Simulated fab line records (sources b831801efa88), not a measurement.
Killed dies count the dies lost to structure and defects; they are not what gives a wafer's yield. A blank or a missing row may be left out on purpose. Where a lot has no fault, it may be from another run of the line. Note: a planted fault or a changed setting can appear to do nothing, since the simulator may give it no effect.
Which tool did it?	flow sfq_line	37 wafers sampled from 13 lots at 1 step of a route of 325

WHAT THE GAUGES READ, wafer by wafer
The record holds no reading of a measuring or inspecting step that can be judged against a usual standard deviation.

EACH LOT AND THE TOOL THAT RAN IT (in order: tool; ch and the chambers of the sampled wafers; start)
lot	SFQ_TRILAYER_I0_VIA_BARC_OPEN_VIA_ETCH_046
L877	rie_diel-04 ch 1,2, day 16 18:53
L878	rie_diel-01 ch 0,2,3, day 16 23:41
L879	rie_diel-02 ch 1,2, day 17 03:17
L880	rie_diel-04 ch 1,2,3, day 17 14:13
L887	rie_diel-02 ch 1,2, day 20 21:55
L889	rie_diel-02 ch 0,1, day 21 00:19
L890	rie_diel-02 ch 0,2, day 21 01:32
L891	rie_diel-04 ch 0,1,3, day 21 02:43
L893	rie_diel-04 ch 1,2, day 21 05:07
L895	rie_diel-04 ch 0,2,3, day 21 07:31
L897	rie_diel-01 ch 1,2, day 21 09:55
L898	rie_diel-04 ch 1,2,3, day 21 11:07
L900	rie_diel-01 ch 1,2,3, day 21 13:31
- SFQ_TRILAYER_I0_VIA_BARC_OPEN_VIA_ETCH_046: etches BARC in O2, target depth 125 nm, time 41.7 s.

WHAT THE TOOLS THEMSELVES READ (means of the sampled wafers that have a number; where no wafer has one, the mark that the record gives instead)
SFQ_TRILAYER_I0_VIA_BARC_OPEN_VIA_ETCH_046. Usual: drypump_motor_current_A 5.5 A, standard deviation 0.47; oes_product_au 0.685 a.u., standard deviation 0.0046; run_length_s 70.0 s, standard deviation 0.41.
lot	tool	drypump_motor_current_A (A)	oes_product_au (a.u.)	run_length_s (s)	flag
L877	rie_diel-04	5.4	0.685	69.8	
L878	rie_diel-01	5.9	0.683	70.0	
L879	rie_diel-02	5.0	0.684	70.3	
L880	rie_diel-04	5.6	0.685	69.8	
L887	rie_diel-02	5.0	0.717	67.9	OFF
L889	rie_diel-02	5.2	0.728	66.5	OFF
L890	rie_diel-02	5.2	0.737	66.7	OFF
L891	rie_diel-04	5.7	0.686	70.1	
L893	rie_diel-04	5.4	0.686	69.9	
L895	rie_diel-04	5.7	0.685	70.2	
L897	rie_diel-01	6.0	0.691	69.8	
L898	rie_diel-04	5.6	0.686	69.9	
L900	rie_diel-01	5.9	0.685	69.9	

THE ANSWER, worked out from the rows above alone
Rule: take the mean of a lot's wafers that have a number; if it is more than 3 standard deviations from the usual mean, the lot is off. A lot without any number at a reading at which 4 lots or more have one is off too. All remaining lots with rows at the step are treated as sound. Order of review: gauges by route order, followed by the tools' own readings, for which a lot's mean as printed above is used. At the first step where some lot is off, the reading lying furthest off is the one used; lots without a number count as furthest.
Off at SFQ_TRILAYER_I0_VIA_BARC_OPEN_VIA_ETCH_046 (oes_product_au): L887, L889, L890.
A tool fits if, at that step or a process step before it, it ran every lot that is off, and no sound lot after the first of them. One fits: SFQ_TRILAYER_I0_VIA_BARC_OPEN_VIA_ETCH_046 on rie_diel-02. A fault onset in the window from L879 (day 17 03:17, its last sound lot) to L887 (day 20 21:55, its first lot off) fits.
The tool's own readings at SFQ_TRILAYER_I0_VIA_BARC_OPEN_VIA_ETCH_046 bear it out: on the lots that are off they differ by more than 5 times the standard deviation of the sound lots' means. oes_product_au reads 0.727 a.u. there against 0.686 a.u. on the sound lots; run_length_s reads 67.0 s there against 70.0 s on the sound lots.

WHAT THE SIMULATOR PUT IN
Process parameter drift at SFQ_TRILAYER_I0_VIA_BARC_OPEN_VIA_ETCH_046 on rie_diel-02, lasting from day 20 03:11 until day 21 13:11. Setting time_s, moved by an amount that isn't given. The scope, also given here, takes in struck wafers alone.
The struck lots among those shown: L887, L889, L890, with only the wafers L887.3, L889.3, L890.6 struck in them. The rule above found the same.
